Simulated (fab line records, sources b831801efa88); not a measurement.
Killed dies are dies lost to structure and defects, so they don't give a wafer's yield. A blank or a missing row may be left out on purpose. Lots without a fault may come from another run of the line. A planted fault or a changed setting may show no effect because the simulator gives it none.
fab line records | flow gf180mcu
record lots=11 wafers=33 last_day=33
route steps=602 shown POLY_GATE@171 NSD@244 CONTACT@291 M1@319
lots that met no fault: from a run of the same line without faults
start_h: hours from the record's first day to the start of the lot's first wafer shown | wait_h: hours since the lot's step before | " the same as in the row above | L1.1+2: a row that stands for several wafers | - no value, or no start given | * or withheld: withheld | < > ~ a bound
route shown NAME@n: a module of which the file shows steps, and the number in the route of the first | usual: mean/standard deviation of fault-free wafers | same: alike in all rows | chamber/n: place in a boat | sites: the reading at each site | _std_site: their standard deviation | _edge_site: outer sites' mean less inner sites' | radius_mm: how far each site lies from the wafer's centre | mask NAME#n: copy n | behind: the tool/chamber that last shaped the wafer | hold: why the lot was held/for how many hours/how that ended | device: the transistor (n, p or np) that didn't switch | end of line: the same wafers' tests at the end of the route | a step without rows: its recipe alone | killed: dies lost to structure and defects at the first sort, not the wafer's yield | map: a wafer's dies, x killed, . not, _ none there
set.NAME: the setting as run; set.NAME@STEP: as run at that earlier step | model.NAME: the simulator's own value behind a step, which no gauge read
steps of the route over a sample of lots; a table a step, a row a wafer
services: from which hour (start_h, from the record's first day; less than 0 if before it) a tool's chamber was out of use, for how many hours, and why
## steps
# step GF_POLY_GATE_STRIP_14
# recipe chemistry=O2/N2 power_w=1400 pressure_mtorr=1500 platen_temp_c=250 o2_flow_sccm=3000 n2_flow_sccm=300 overash_fraction=0.5
# usual drypump_motor_current_A=5.77/0.27 heater_power_w=343/49 oes_product_au=0.504/0.0046
# columns lot.wafer tool chamber start_h wait_h drypump_motor_current_A heater_power_w oes_product_au rf_hours_counter_h
L467.1 plasma_asher-04 1 207.52 0.0 5.48 290 0.512 41
L467.2 " 0 " " 6.26 398 0.503 41
L467.4 " 1 " " 5.50 293 0.498 -
L468.3 plasma_asher-03 0 216.39 0.1 5.53 320 0.506 -
L468.5 " 1 " " 5.64 283 0.498 -
L468.6 " 0 " " 5.52 319 0.494 -
L471.1 plasma_asher-02 0 234.85 0.0 5.85 407 0.509 60
L471.3 " 1 " " 5.76 320 0.508 -
L471.4 " 0 " " 5.85 417 0.503 -
L472.3 plasma_asher-04 0 239.57 0.1 6.18 391 0.505 -
L472.4 " 1 " " 5.47 291 0.498 -
L472.5 " 0 " " 6.24 392 0.498 -
L473.1 plasma_asher-04 0 248.97 0.0 6.24 397 0.502 45
L473.2 " 1 " " 5.46 298 0.509 45
L473.6 " 1 " " 5.48 291 0.503 -
L474.1 plasma_asher-04 0 253.12 0.0 6.23 400 0.507 45
L474.2 " 1 " " 5.50 292 0.507 45
L474.3 " 1 " " 5.50 301 0.496 -
L475.3 plasma_asher-02 1 257.90 0.1 5.73 323 0.502 -
L475.4 " 0 " " 5.84 408 0.506 -
L475.6 " 0 " " 5.85 412 0.496 -
L476.1 plasma_asher-03 1 266.04 0.0 5.62 281 0.504 60
L476.2 " 0 " " 5.54 325 0.501 60
L476.5 " 0 " " 5.53 329 0.500 -
L483.1 plasma_asher-03 1 316.24 0.0 5.65 286 0.508 65
L483.2 " 0 " " 5.53 328 0.502 65
L483.6 " 0 " " 5.54 326 0.502 -
L484.3 plasma_asher-04 0 323.25 0.1 6.24 391 0.498 -
L484.4 " 1 " " 5.46 293 0.502 -
L484.6 " 0 " " 6.28 393 0.506 -
L485.3 plasma_asher-02 0 332.62 0.1 5.82 416 0.500 -
L485.4 " 1 " " 5.76 318 0.499 -
L485.5 " 0 " " 5.81 404 0.507 -
# step GF_NSD_IMPLANT_09
# recipe species=As energy_kev=60 dose_cm2=4e+15 tilt_deg=7
# usual implant_ion_amu=75/0
# columns lot.wafer tool chamber start_h wait_h implant_ion_amu
L467.1 implanter-04 0 311.35 0.0 75
L467.2 " 0 " " 75
L467.4 " 0 " " 75
L468.3 implanter-04 0 318.36 0.1 75
L468.5 " 0 " " 75
L468.6 " 0 " " 75
L471.1 implanter-04 0 341.44 0.0 75
L471.3 " 0 " " 75
L471.4 " 0 " " 75
L472.3 implanter-01 0 344.30 0.1 75
L472.4 " 0 " " 75
L472.5 " 0 " " 75
L473.1 implanter-01 0 355.75 0.0 75
L473.2 " 0 " " 75
L473.6 " 0 " " 75
L474.1 implanter-04 0 362.04 0.0 75
L474.2 " 0 " " 75
L474.3 " 0 " " 75
L475.3 implanter-01 0 367.16 0.1 75
L475.4 " 0 " " 75
L475.6 " 0 " " 75
L476.1 implanter-01 0 374.09 0.0 75
L476.2 " 0 " " 75
L476.5 " 0 " " 75
L483.1 implanter-01 0 435.91 0.0 31
L483.2 " 0 " " 31
L483.6 " 0 " " 31
L484.3 implanter-03 0 445.50 0.1 31
L484.4 " 0 " " 31
L484.6 " 0 " " 31
L485.3 implanter-03 0 455.16 0.1 31
L485.4 " 0 " " 31
L485.5 " 0 " " 31
# step GF_NSD_STRIP_11
# recipe chemistry=O2/N2 power_w=1400 pressure_mtorr=1500 platen_temp_c=250 o2_flow_sccm=3000 n2_flow_sccm=300 overash_fraction=0.5
# usual drypump_motor_current_A=5.9/0.38 heater_power_w=349/41 oes_product_au=0.487/0.0045 strip_time_to_endpoint_s=22.97/0.038
# columns lot.wafer tool chamber start_h wait_h drypump_motor_current_A heater_power_w oes_product_au rf_hours_counter_h strip_time_to_endpoint_s
L467.1 plasma_asher-04 0 311.65 0.1 6.2 391 0.489 51 22.97
L467.2 " 1 " " 5.5 301 0.489 51 22.96
L467.4 " 0 " " 6.3 406 0.487 - 22.96
L468.3 plasma_asher-01 0 318.64 0.1 6.4 376 0.489 - 22.97
L468.5 " 1 " " 5.6 333 0.487 - 23.00
L468.6 " 0 " " 6.4 374 0.490 - 23.00
L471.1 plasma_asher-04 1 341.74 0.1 5.5 296 0.483 54 22.91
L471.3 " 0 " " 6.3 394 0.486 - 22.96
L471.4 " 1 " " 5.5 292 0.490 - 22.92
L472.3 plasma_asher-04 0 344.59 0.1 6.2 392 0.484 - 22.96
L472.4 " 1 " " 5.5 290 0.478 - 22.98
L472.5 " 0 " " 6.2 404 0.484 - 22.94
L473.1 plasma_asher-01 1 356.05 0.1 5.6 325 0.488 25 22.95
L473.2 " 0 " " 6.4 381 0.482 25 22.97
L473.6 " 1 " " 5.6 322 0.493 - 22.97
L474.1 plasma_asher-01 0 362.34 0.1 6.4 375 0.490 26 22.99
L474.2 " 1 " " 5.6 324 0.489 26 23.00
L474.3 " 1 " " 5.6 318 0.486 - 23.00
L475.3 plasma_asher-01 0 367.44 0.1 6.4 367 0.486 - 22.95
L475.4 " 1 " " 5.6 318 0.484 - 23.00
L475.6 " 1 " " 5.6 326 0.487 - 22.96
L476.1 plasma_asher-01 0 374.39 0.1 6.4 376 0.486 27 22.96
L476.2 " 1 " " 5.6 325 0.487 27 22.97
L476.5 " 0 " " 6.4 372 0.496 - 23.02
L483.1 plasma_asher-04 0 436.21 0.1 6.3 403 0.449 63 26.25
L483.2 " 1 " " 5.5 288 0.442 63 26.28
L483.6 " 0 " " 6.2 396 0.447 - 26.23
L484.3 plasma_asher-01 0 445.78 0.1 6.4 374 0.455 - 26.28
L484.4 " 1 " " 5.5 326 0.453 - 26.35
L484.6 " 0 " " 6.4 375 0.451 - 26.29
L485.3 plasma_asher-01 1 455.44 0.1 5.6 327 0.450 - 26.41
L485.4 " 0 " " 6.4 377 0.458 - 26.37
L485.5 " 1 " " 5.6 325 0.455 - 26.39
# step GF_NSD_TW_MEAS_12
# usual NSD_TW=4250/41
# columns lot.wafer tool chamber start_h wait_h NSD_TW
L467.1 film_metro-01 - 311.75 0.1 4203
L467.2 " - " " 4195
L467.4 " - " " 4194
L468.3 film_metro-04 - 318.73 0.1 4267
L468.5 " - " " 4239
L468.6 " - " " 4254
L471.1 film_metro-02 - 341.84 0.1 4314
L471.3 " - " " 4331
L471.4 " - " " 4289
L472.3 film_metro-04 - 344.67 0.1 4277
L472.4 " - " " 4278
L472.5 " - " " 4266
L473.1 film_metro-02 - 356.15 0.1 4296
L473.2 " - " " 4276
L473.6 " - " " 4280
L474.1 film_metro-02 - 362.44 0.1 4300
L474.2 " - " " 4268
L474.3 " - " " 4282
L475.3 film_metro-01 - 367.53 0.1 4178
L475.4 " - " " 4164
L475.6 " - " " 4173
L476.1 film_metro-04 - 374.49 0.1 4254
L476.2 " - " " 4262
L476.5 " - " " 4288
L483.1 film_metro-04 - 436.31 0.1 4827
L483.2 " - " " 4823
L483.6 " - " " 4845
L484.3 film_metro-02 - 445.87 0.1 4899
L484.4 " - " " 4867
L484.6 " - " " 4869
L485.3 film_metro-02 - 455.53 0.1 4897
L485.4 " - " " 4850
L485.5 " - " " 4857
# step GF_PSD_RS_MEAS_14
# recipe thk_meas_gauge=four-point-probe
# usual NSD_RS=46.15/0.086
# columns lot.wafer tool chamber start_h wait_h NSD_RS[ohm/sq]
L467.1 film_metro-04 - 333.22 0.1 46.24
L467.2 " - " " 46.18
L467.4 " - " " 46.25
L468.3 film_metro-02 - 340.41 0.1 46.12
L468.5 " - " " 46.16
L468.6 " - " " 46.16
L471.1 film_metro-02 - 364.28 0.1 45.98
L471.3 " - " " 46.03
L471.4 " - " " 46.08
L472.3 film_metro-02 - 367.29 0.1 46.17
L472.4 " - " " 46.22
L472.5 " - " " 46.16
L473.1 film_metro-04 - 378.52 0.1 46.18
L473.2 " - " " 46.21
L473.6 " - " " 46.14
L474.1 film_metro-02 - 384.72 0.1 46.08
L474.2 " - " " 46.04
L474.3 " - " " 46.10
L475.3 film_metro-02 - 390.34 0.1 46.18
L475.4 " - " " 46.18
L475.6 " - " " 46.15
L476.1 film_metro-04 - 397.10 0.1 46.17
L476.2 " - " " 46.20
L476.5 " - " " 46.20
L483.1 film_metro-02 - 460.80 0.1 25.57
L483.2 " - " " 25.57
L483.6 " - " " 25.60
L484.3 film_metro-01 - 470.13 0.1 25.54
L484.4 " - " " 25.48
L484.6 " - " " 25.49
L485.3 film_metro-02 - 480.16 0.1 25.52
L485.4 " - " " 25.46
L485.5 " - " " 25.58
# step GF_CONTACT_CMP_04
# recipe material=SiO2 down_force_psi=4 platen_rpm=60 pad_velocity_m_s=0.94248
# usual motor_current_A=12.1/1.1 platen_rpm=60.00/0.037 time_to_endpoint_s=110/7.2
# columns lot.wafer tool chamber start_h wait_h motor_current_A platen_rpm time_to_endpoint_s
L467.2 cmp-01 0 355.84 0.0 11.3 59.95 114
L467.4 " 2 " " 11.0 60.01 109
L467.1 " 3 " " 11.5 59.97 114
L468.3 cmp-01 2 363.29 0.0 11.5 60.04 108
L468.6 " 2 " " 10.8 60.07 103
L468.5 " 3 " " 11.8 59.99 113
L471.4 cmp-01 3 388.58 0.1 11.8 60.01 118
L471.3 " 0 " " 11.7 59.97 107
L471.1 " 1 " " 11.2 60.03 96
L472.3 cmp-01 0 390.98 0.0 12.0 60.02 111
L472.4 " 2 " " 11.2 59.98 106
L472.5 " 0 " " 11.6 60.01 114
L473.1 cmp-01 0 402.26 0.1 12.0 60.04 115
L473.2 " 1 " " 11.5 60.03 109
L473.6 " 3 " " 11.9 59.94 117
L474.3 cmp-01 1 408.94 0.0 11.1 59.93 99
L474.2 " 2 " " 11.4 60.00 108
L474.1 " 0 " " 11.5 59.93 119
L475.4 cmp-01 3 414.98 0.1 11.7 59.98 110
L475.3 " 0 " " 11.4 59.99 107
L475.6 " 1 " " 12.0 60.05 102
L476.2 cmp-02 0 421.91 0.1 12.4 60.06 104
L476.1 " 2 " " 11.9 60.01 114
L476.5 " 3 " " 10.6 59.98 115
L483.1 cmp-01 1 486.39 0.1 12.0 60.04 95
L483.2 " 3 " " 12.0 60.06 101
L483.6 " 1 " " 11.1 59.96 104
L484.4 cmp-02 0 495.29 0.1 14.0 59.97 110
L484.3 " 2 " " 12.7 60.04 106
L484.6 " 0 " " 12.9 59.98 101
L485.3 cmp-02 0 504.87 0.0 13.8 60.01 119
L485.4 " 3 " " 11.3 60.01 125
L485.5 " 1 " " 14.8 59.95 132
# step GF_M1_SPUTTER_04
# recipe material=TiN target_thk_nm=50 power_w=6500 time_s=41.7 chamber_pressure_pa=0.4
# usual chamber_pressure_pa=0.4000/0.0008 throttle_valve_pct=30.1/1
# columns lot.wafer tool chamber start_h wait_h chamber_pressure_pa throttle_valve_pct
L467.1 pvd_sputter-03 - 380.07 0.0 0.4007 28.7
L467.2 " - " " 0.4000 30.7
L467.4 " - " " 0.4002 31.7
L468.3 pvd_sputter-01 - 387.38 0.0 0.3993 30.5
L468.5 " - " " 0.3988 29.4
L468.6 " - " " 0.3984 30.4
L471.1 pvd_sputter-04 - 413.63 0.0 0.4011 29.0
L471.3 " - " " 0.3999 30.4
L471.4 " - " " 0.4012 30.0
L472.3 pvd_sputter-04 - 416.10 0.0 0.3999 32.7
L472.4 " - " " 0.3987 30.5
L472.5 " - " " 0.4002 30.7
L473.1 pvd_sputter-01 - 427.82 0.0 0.4006 30.3
L473.2 " - " " 0.4002 29.5
L473.6 " - " " 0.3996 29.6
L474.1 pvd_sputter-04 - 434.41 0.0 0.3999 29.0
L474.2 " - " " 0.3991 32.8
L474.3 " - " " 0.3999 30.0
L475.3 pvd_sputter-01 - 441.02 0.0 0.4009 29.6
L475.4 " - " " 0.4008 29.4
L475.6 " - " " 0.4010 29.7
L476.1 pvd_sputter-01 - 448.06 0.0 0.3996 29.7
L476.2 " - " " 0.3995 30.4
L476.5 " - " " 0.3998 29.7
L483.1 pvd_sputter-01 - 512.11 0.0 0.4002 30.3
L483.2 " - " " 0.4006 29.6
L483.6 " - " " 0.4004 29.5
L484.3 pvd_sputter-03 - 520.48 0.0 0.3995 29.7
L484.4 " - " " 0.4005 29.7
L484.6 " - " " 0.4004 31.5
L485.3 pvd_sputter-03 - 530.04 0.0 0.3990 31.3
L485.4 " - " " 0.4007 30.6
L485.5 " - " " 0.4004 29.6
## services
# columns tool chamber start_h hours kind
cmp-01 - 193.69 2.3 pm
plasma_asher-01 - 195.09 0.8 repair
cmp-01 - 227.98 4.8 pm
cmp-01 - 253.13 0.4 repair
cmp-01 - 268.65 1.1 repair
plasma_asher-04 - 275.27 3.5 repair
plasma_asher-01 - 283.28 0.6 repair
plasma_asher-01 - 298.60 5.2 repair
plasma_asher-04 - 306.32 2.8 repair
cmp-01 - 312.63 1.8 repair
implanter-01 - 327.88 4.1 repair
plasma_asher-01 - 328.88 1.6 repair
plasma_asher-04 - 344.65 7.1 pm
cmp-01 - 352.83 0.5 repair
cmp-01 - 396.90 5.1 repair
cmp-01 - 404.00 4.0 pm
implanter-01 - 412.28 4.3 pm
plasma_asher-01 - 463.43 2.4 repair
cmp-01 - 480.30 3.4 repair
plasma_asher-01 - 486.74 14.6 pm
cmp-01 - 496.20 2.6 repair
plasma_asher-04 - 501.34 2.8 pm
cmp-01 - 501.42 0.2 repair
plasma_asher-01 - 501.90 1.9 repair
## key
first_sign step=GF_NSD_IMPLANT_09 reading=implant_ion_amu direction=down sigmas=99+ usual=75 struck=31
effect step=GF_NSD_STRIP_11 reading=strip_time_to_endpoint_s direction=up sigmas=88 usual=* struck=*
effect step=GF_NSD_TW_MEAS_12 reading=NSD_TW direction=up sigmas=15 usual=4250 struck=4859
effect step=GF_PSD_RS_MEAS_14 reading=NSD_RS direction=down sigmas=99+ usual=46.15 struck=25.53
met_at GF_NSD_IMPLANT_09
struck_lots L483,L484,L485
tester_left_out L483,L484,L485
not_acting_at GF_POLY_GATE_STRIP_14,GF_CONTACT_CMP_04,GF_M1_SPUTTER_04
onset_between 374.09 435.91
fault kind=wrong_recipe_download tool=implanter-01,implanter-03,implanter-04 chamber=- onset_h=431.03 steps=GF_NSD_IMPLANT_09 wrong_recipe.not_listed=1
# tester_left_out: of these lots the tester's yield and bins aren't shown, on N5 and GAA mostly nor the transistor test; their killed dies are dies lost to structure and defects alone, not to doping, threshold or leakage, so they don't give the yield
